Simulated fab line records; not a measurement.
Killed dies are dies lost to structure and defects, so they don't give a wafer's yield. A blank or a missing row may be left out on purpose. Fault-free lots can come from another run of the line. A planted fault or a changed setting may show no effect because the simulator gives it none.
Which of the tools did it? / flow gf180mcu / 42 wafers from 14 lots sampled at 6 of the route's 602 steps

## WHAT THE GAUGES READ, wafer by wafer
GF_VT_IMPLANT_RS_MEAS_48: measures by four-point-probe.
lot=L292; measured=day 7 17:27; on=film metro-03; LVPWELL_RS (ohm/sq)=1192.6 1195.8 1192.2
lot=L293; measured=day 8 00:29; on=film metro-01; LVPWELL_RS (ohm/sq)=1198.7 1199.9 1200.2
lot=L294; measured=day 8 05:37; on=film metro-04; LVPWELL_RS (ohm/sq)=1190.5 1192.1 1193.2
lot=L295; measured=day 8 12:14; on=film metro-04; LVPWELL_RS (ohm/sq)=1195.9 1194.7 1193.1
lot=L296; measured=day 8 22:25; on=film metro-04; LVPWELL_RS (ohm/sq)=1199.3 1196.3 1196.4
lot=L297; measured=day 9 10:25; on=film metro-04; LVPWELL_RS (ohm/sq)=1197.2 1198.4 1200.4
lot=L304; measured=day 11 02:38; on=film metro-04; LVPWELL_RS (ohm/sq)=1196.3 1199.3 1193.8
lot=L305; measured=day 11 05:28; on=film metro-01; LVPWELL_RS (ohm/sq)=1198.9 1197.7 1199.6
lot=L306; measured=day 11 14:52; on=film metro-01; LVPWELL_RS (ohm/sq)=1195.3 1194.4 1198.4
lot=L307; measured=day 11 22:02; on=film metro-04; LVPWELL_RS (ohm/sq)=1194.7 1194.5 1193.7
lot=L308; measured=day 12 03:34; on=film metro-01; LVPWELL_RS (ohm/sq)=1195.6 1190.3 1195.9
lot=L309; measured=day 12 10:14; on=film metro-03; LVPWELL_RS (ohm/sq)=1193.3 1194.7 1190.7
lot=L310; measured=day 12 18:40; on=film metro-04; LVPWELL_RS (ohm/sq)=1193.5 1197.7 1196.3
lot=L311; measured=day 13 01:25; on=film metro-01; LVPWELL_RS (ohm/sq)=1195.9 1197.1 1193.7

GF_POLY_GATE_THK_MEAS_17.
lot=L292; measured=day 9 09:32; on=film metro-04; POLY_GATE_OXIDATION_THK (nm)=4.15 4.05 4.08
lot=L293; measured=day 9 17:17; on=film metro-02; POLY_GATE_OXIDATION_THK (nm)=3.87 4.03 4.05
lot=L294; measured=day 9 22:18; on=film metro-03; POLY_GATE_OXIDATION_THK (nm)=4.04 3.99 4.01
lot=L295; measured=day 10 09:17; on=film metro-04; POLY_GATE_OXIDATION_THK (nm)=4.03 4.03 4.04
lot=L296; measured=day 10 16:27; on=film metro-02; POLY_GATE_OXIDATION_THK (nm)=3.96 3.94 3.93
lot=L297; measured=day 11 08:29; on=film metro-03; POLY_GATE_OXIDATION_THK (nm)=4.11 4.11 4.06
lot=L304; measured=day 12 23:23; on=film metro-04; POLY_GATE_OXIDATION_THK (nm)=4.10 4.07 4.16
lot=L305; measured=day 13 02:50; on=film metro-03; POLY_GATE_OXIDATION_THK (nm)=4.07 4.02 4.15
lot=L306; measured=day 13 14:28; on=film metro-03; POLY_GATE_OXIDATION_THK (nm)=4.11 4.06 4.06
lot=L307; measured=day 13 20:05; on=film metro-04; POLY_GATE_OXIDATION_THK (nm)=4.13 4.17 4.14
lot=L308; measured=day 14 04:10; on=film metro-02; POLY_GATE_OXIDATION_THK (nm)=4.19 4.29 4.22
lot=L309; measured=day 14 10:10; on=film metro-04; POLY_GATE_OXIDATION_THK (nm)=4.17 4.18 4.19
lot=L310; measured=day 14 17:49; on=film metro-04; POLY_GATE_OXIDATION_THK (nm)=4.11 4.07 3.98
lot=L311; measured=day 15 04:18; on=film metro-02; POLY_GATE_OXIDATION_THK (nm)=3.90 3.91 3.99

GF_HV_LDD_OVL_MEAS_20.
lot=L292; measured=day 10 21:36; on=overlay-02; HV_LDD_01_OVL (nm)=1.2 2.0 2.4
lot=L293; measured=day 11 05:02; on=overlay-02; HV_LDD_01_OVL (nm)=0.6 0.6 0.2
lot=L294; measured=day 11 10:46; on=overlay-02; HV_LDD_01_OVL (nm)=1.0 1.5 0.4
lot=L295; measured=day 11 23:07; on=overlay-02; HV_LDD_01_OVL (nm)=0.7 1.8 2.1
lot=L296; measured=day 12 05:56; on=overlay-02; HV_LDD_01_OVL (nm)=-0.7 -0.2 -0.3
lot=L297; measured=day 12 23:34; on=overlay-01; HV_LDD_01_OVL (nm)=-0.6 -0.5 0.2
lot=L304; measured=day 14 16:09; on=overlay-02; HV_LDD_01_OVL (nm)=-1.4 -2.1 -2.6
lot=L305; measured=day 14 20:10; on=overlay-01; HV_LDD_01_OVL (nm)=0.9 0.8 2.5
lot=L306; measured=day 15 09:34; on=overlay-02; HV_LDD_01_OVL (nm)=-0.3 0.0 0.3
lot=L307; measured=day 15 14:55; on=overlay-02; HV_LDD_01_OVL (nm)=2.1 3.3 0.9
lot=L308; measured=day 15 23:30; on=overlay-01; HV_LDD_01_OVL (nm)=-0.3 0.1 0.1
lot=L309; measured=day 16 05:37; on=overlay-02; HV_LDD_01_OVL (nm)=0.0 -0.1 0.5
lot=L310; measured=day 16 13:38; on=overlay-01; HV_LDD_01_OVL (nm)=0.0 -0.5 -2.1
lot=L311; measured=day 17 01:55; on=overlay-01; HV_LDD_01_OVL (nm)=1.4 1.2 1.4

GF_HV_LDD_CD_MEAS_31: the cd target is 400 nm.
lot=L292; measured=day 11 16:50; on=cd sem-01; cd nm (nm)=400.6 400.0 401.2
lot=L293; measured=day 12 00:12; on=cd sem-02; cd nm (nm)=398.9 397.5 398.9
lot=L294; measured=day 12 05:50; on=cd sem-02; cd nm (nm)=398.7 399.4 400.2
lot=L295; measured=day 12 19:20; on=cd sem-02; cd nm (nm)=- - -
lot=L296; measured=day 13 01:34; on=cd sem-02; cd nm (nm)=- - -
lot=L297; measured=day 13 20:12; on=cd sem-02; cd nm (nm)=- - -
lot=L304; measured=day 15 13:29; on=cd sem-02; cd nm (nm)=398.0 398.0 398.9
lot=L305; measured=day 15 17:03; on=cd sem-02; cd nm (nm)=399.5 402.4 402.7
lot=L306; measured=day 16 08:02; on=cd sem-01; cd nm (nm)=393.9 395.8 395.8
lot=L307; measured=day 16 13:25; on=cd sem-01; cd nm (nm)=401.5 400.6 400.7
lot=L308; measured=day 16 23:04; on=cd sem-02; cd nm (nm)=400.5 403.0 401.9
lot=L309; measured=day 17 04:45; on=cd sem-01; cd nm (nm)=401.6 399.8 401.0
lot=L310; measured=day 17 13:13; on=cd sem-02; cd nm (nm)=403.1 402.1 405.1
lot=L311; measured=day 18 01:43; on=cd sem-02; cd nm (nm)=396.4 396.5 398.2

GF_HV_LDD_TW_MEAS_50.
lot=L292; measured=day 12 12:56; on=film metro-01; HV_LDD_4_TW=567 571 572
lot=L293; measured=day 12 21:06; on=film metro-03; HV_LDD_4_TW=574 568 571
lot=L294; measured=day 13 02:12; on=film metro-01; HV_LDD_4_TW=576 571 574
lot=L295; measured=day 13 17:05; on=film metro-04; HV_LDD_4_TW=1454 1456 1456
lot=L296; measured=day 13 22:28; on=film metro-04; HV_LDD_4_TW=1454 1449 1460
lot=L297; measured=day 14 18:09; on=film metro-01; HV_LDD_4_TW=1463 1467 1465
lot=L304; measured=day 16 12:29; on=film metro-04; HV_LDD_4_TW=564 565 568
lot=L305; measured=day 16 16:57; on=film metro-03; HV_LDD_4_TW=569 570 570
lot=L306; measured=day 17 08:12; on=film metro-04; HV_LDD_4_TW=567 564 567
lot=L307; measured=day 17 13:50; on=film metro-04; HV_LDD_4_TW=565 564 567
lot=L308; measured=day 18 00:17; on=film metro-01; HV_LDD_4_TW=568 571 572
lot=L309; measured=day 18 05:06; on=film metro-04; HV_LDD_4_TW=562 565 565
lot=L310; measured=day 18 13:50; on=film metro-04; HV_LDD_4_TW=564 566 563
lot=L311; measured=day 19 02:40; on=film metro-04; HV_LDD_4_TW=563 569 568

## WHICH TOOL RAN EACH LOT (tool, then ch and the chambers of the sampled wafers, then the start)
lot=L292; GF_HV_LDD_COAT_26=litho track-02 ch 0, day 11 07:16
lot=L293; GF_HV_LDD_COAT_26=litho track-03 ch 0, day 11 14:19
lot=L294; GF_HV_LDD_COAT_26=litho track-01 ch 0, day 11 20:12
lot=L295; GF_HV_LDD_COAT_26=litho track-01, day 12 08:54
lot=L296; GF_HV_LDD_COAT_26=litho track-03, day 12 15:23
lot=L297; GF_HV_LDD_COAT_26=litho track-03, day 13 09:49
lot=L304; GF_HV_LDD_COAT_26=litho track-01 ch 0, day 15 02:45
lot=L305; GF_HV_LDD_COAT_26=litho track-03 ch 0, day 15 06:40
lot=L306; GF_HV_LDD_COAT_26=litho track-01 ch 0, day 15 20:24
lot=L307; GF_HV_LDD_COAT_26=litho track-03 ch 0, day 16 02:14
lot=L308; GF_HV_LDD_COAT_26=litho track-02 ch 0, day 16 11:07
lot=L309; GF_HV_LDD_COAT_26=litho track-01 ch 0, day 16 17:00
lot=L310; GF_HV_LDD_COAT_26=litho track-01 ch 0, day 17 01:10
lot=L311; GF_HV_LDD_COAT_26=litho track-02 ch 0, day 17 13:47
- GF_HV_LDD_COAT_26: resist thk 1000 nm.

## WHAT THE TOOLS THEMSELVES READ (means of the sampled wafers that have a number; where no wafer has one, the mark that the record gives instead)
GF_HV_LDD_COAT_26.
lot=L292; tool=litho track-02; chill plate temp C (C)=22.91; dispense pressure kPa (kPa)=48
lot=L293; tool=litho track-03; chill plate temp C (C)=23.07; dispense pressure kPa (kPa)=58
lot=L294; tool=litho track-01; chill plate temp C (C)=23.13; dispense pressure kPa (kPa)=51
lot=L295; tool=litho track-01; chill plate temp C (C)=-; dispense pressure kPa (kPa)=-
lot=L296; tool=litho track-03; chill plate temp C (C)=-; dispense pressure kPa (kPa)=-
lot=L297; tool=litho track-03; chill plate temp C (C)=-; dispense pressure kPa (kPa)=-
lot=L304; tool=litho track-01; chill plate temp C (C)=22.95; dispense pressure kPa (kPa)=51
lot=L305; tool=litho track-03; chill plate temp C (C)=22.97; dispense pressure kPa (kPa)=58
lot=L306; tool=litho track-01; chill plate temp C (C)=22.99; dispense pressure kPa (kPa)=51
lot=L307; tool=litho track-03; chill plate temp C (C)=22.98; dispense pressure kPa (kPa)=58
lot=L308; tool=litho track-02; chill plate temp C (C)=23.20; dispense pressure kPa (kPa)=48
lot=L309; tool=litho track-01; chill plate temp C (C)=23.11; dispense pressure kPa (kPa)=51
lot=L310; tool=litho track-01; chill plate temp C (C)=22.97; dispense pressure kPa (kPa)=51
lot=L311; tool=litho track-02; chill plate temp C (C)=23.16; dispense pressure kPa (kPa)=48

## THE ANSWER, worked out from the rows above alone
Rule: the usual values come from the lots themselves. The widest of any qualifying gaps counts: lots, ordered by their means at a reading, are off when they make up no more than a third of the lots, leave a main group of 4 or more, and stand apart from it by 3 or more times the standard deviation of that group's means. If all means in a main group match to the digits the tables above print for the reading, that group is not used. Also off: a lot with no number at a reading for which 4 or more lots have one. The other lots that the step has rows for count as sound. Order of review: gauges by route order, followed by the tools' own readings, for which a lot's mean as printed above is used. The first step at which some lot is off is used, and at that step the reading that is off furthest; a lot without a number counts as furthest.
Off: L295, L296, L297, at GF_HV_LDD_CD_MEAS_31 (cd nm). Without a number there: L295, L296, L297. Main group: mean 399.8 nm, sd 2.3.
A tool fits if, at a process step before that reading, it ran every lot that is off, and no sound lot after the first of them. Not tried: the gauges at GF_HV_LDD_CD_MEAS_31; whatever is off there is also off at GF_HV_LDD_TW_MEAS_50, on other tools, and gauge error can't account for it. Not one of the candidates tried fits.

## WHAT THE SIMULATOR HAD PUT IN
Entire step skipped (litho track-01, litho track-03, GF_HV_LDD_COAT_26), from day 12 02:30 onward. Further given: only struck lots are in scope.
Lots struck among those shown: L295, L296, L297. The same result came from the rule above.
